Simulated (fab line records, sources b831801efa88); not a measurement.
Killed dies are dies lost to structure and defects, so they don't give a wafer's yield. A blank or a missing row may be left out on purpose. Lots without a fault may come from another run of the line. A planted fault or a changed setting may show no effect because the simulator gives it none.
A struck lot beside a sound one | flow gf180mcu | 17 steps out of a route of 602
Sound: wafers L302.2, L302.3, L302.4. Struck: wafers L315.1, L315.2, L315.5. The cause comes at the end.
At each step with rows: each side's tool, then ch and its chambers, then its first start. Under that, the readings that differ: sound wafers | struck wafers | difference of the means | sigmas: that difference in standard deviations of wafers without a fault.
alike: readings whose means differ by less than 2 such deviations, and words and numbers that are the same on both sides. not compared: withheld readings, readings that some wafer has no value for, bounds like >300 that may hide the same value, and numbers for which the record gives no deviation and whose values overlap.
The two part at a step that has a row with sigmas, a row that says differs or no value, or rows on one side only. Numbers that don't overlap but have no deviation are shown without sigmas and don't part them. A reading that every wafer of one side lacks parts them only if that side has two wafers or more.

GF_STI_BOW_MEAS_00:
  sound on film_metro-04, day 1 20:01; struck on film_metro-02, day 4 13:00
  alike: INCOMING_BOW
then, 1 step without rows for these wafers: GF_STI_OXIDATION_01 (stabilise 600 s, purge 300 s, target thk 10 nm).
GF_STI_THK_MEAS_02:
  sound on film_metro-01, day 1 21:31; struck on film_metro-02, day 4 14:31
  alike: STI_OXIDATION_THK
then, 1 step without rows for these wafers: GF_STI_CVD_03 (deposits Si3N4 from DCS/NH3, target thk 207.16 nm, time 3485 s).
GF_STI_THK_MEAS_04:
  sound on film_metro-01, day 1 23:37; struck on film_metro-02, day 4 16:34
  alike: STI_CVD_03_THK
then, 5 steps without rows for these wafers: GF_STI_DEHYDRATE_05 (time 60 s); GF_STI_HMDS_06 (prime time 60 s); GF_STI_COAT_07 (resist thk 700 nm); GF_STI_SOFTBAKE_08 (time 60 s); GF_STI_EXPOSE_09 (exposes mask COMP, target cd 220 nm).
GF_STI_PEB_10: peb time 93.39 s.
  sound on litho_track-04 ch 0, day 2 10:37; struck on litho_track-04 ch 0, day 5 06:20
  reading                     | sound                | struck               | difference | sigmas
  heater_power_total_W (W)    | 85.43 85.73 85.48    | 69.15 69.13 69.25    | -16.37     | -99 or more
  plate_sensor_t_centre_C (C) | 136.09 136.11 136.14 | 115.85 115.86 115.85 | -20.26     | -99 or more
  plate_sensor_t_edge_C (C)   | 136.3 136.27 136.29  | 115.96 115.95 115.96 | -20.33     | -99 or more
then, 1 step without rows for these wafers: GF_STI_DEVELOP_11 (develop time 60 s).
GF_STI_CD_MEAS_12: target cd 220 nm.
  sound on cd_sem-01, day 2 10:57; struck on cd_sem-01, day 5 06:41
  reading    | sound             | struck            | difference | sigmas
  cd_nm (nm) | 221.1 220.9 221.8 | 363.5 363.8 364.3 | +142.6     | +89
GF_STI_ETCH_13: etches the open film in CHF3/O2, stops on Si, target depth 282.31 nm, time 112.9 s.
  sound on rie_diel-02 ch 1,3, day 2 11:03; struck on rie_diel-04 ch 0,1, day 5 06:48
  reading              | sound             | struck            | difference | sigmas
  model.STI.cd_nm (nm) | 221.4 221.1 222.1 | 363.8 363.4 364.1 | +142.2     |
  alike: drypump_motor_current_A, oes_product_au, throttle_valve_pct
  not compared: rf_hours_counter_h
GF_STI_ETCH_14: etches Si in HBr/Cl2/O2, target depth 360 nm, time 102.9 s.
  sound on rie_si-01 ch 0,1,2, day 2 11:08; struck on rie_si-02 ch 0,3, day 5 06:53
  reading                     | sound                | struck               | difference | sigmas
  drypump_motor_current_A (A) | 5.2 4.7 5.3          | 5.5 6.0 6.0          | +0.8       | +2
  throttle_valve_pct (%)      | 25.668 25.661 25.674 | 25.643 25.651 25.642 | -0.022     | -2
  model.STI.cd_nm (nm)        | 220 226.3 220.2      | 362.7 362.5 362.8    | +140.5     |
  alike: oes_product_au
  not compared: rf_hours_counter_h
GF_STI_STRIP_15: strips in O2/N2.
  sound on plasma_asher-03 ch 0,1, day 2 11:12; struck on plasma_asher-01 ch 0,1, day 5 06:57
  reading               | sound             | struck            | difference | sigmas
  oes_product_au (a.u.) | 0.393 0.393 0.387 | 0.383 0.376 0.378 | -0.012     | -2
  alike: drypump_motor_current_A, heater_power_w, strip_time_to_endpoint_s
  not compared: rf_hours_counter_h
-- the record jumps here: 28 days lie between the struck wafers' starts before and after (it left off in module STI and takes up again in module PASSIVATION, whose first step shown is number 602 of the route) --
GF_PASSIVATION_PROBE_99:
  the record has rows for the struck wafers here (prober-02, day 33 06:48) and none for the sound ones

WHERE THEY PART
First at GF_STI_PEB_10; last, within this record, at GF_PASSIVATION_PROBE_99.

WHY: what the simulator had put in
Process parameter drift: litho_track-04, from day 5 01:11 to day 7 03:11, at GF_STI_PEB_10. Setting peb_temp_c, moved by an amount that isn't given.
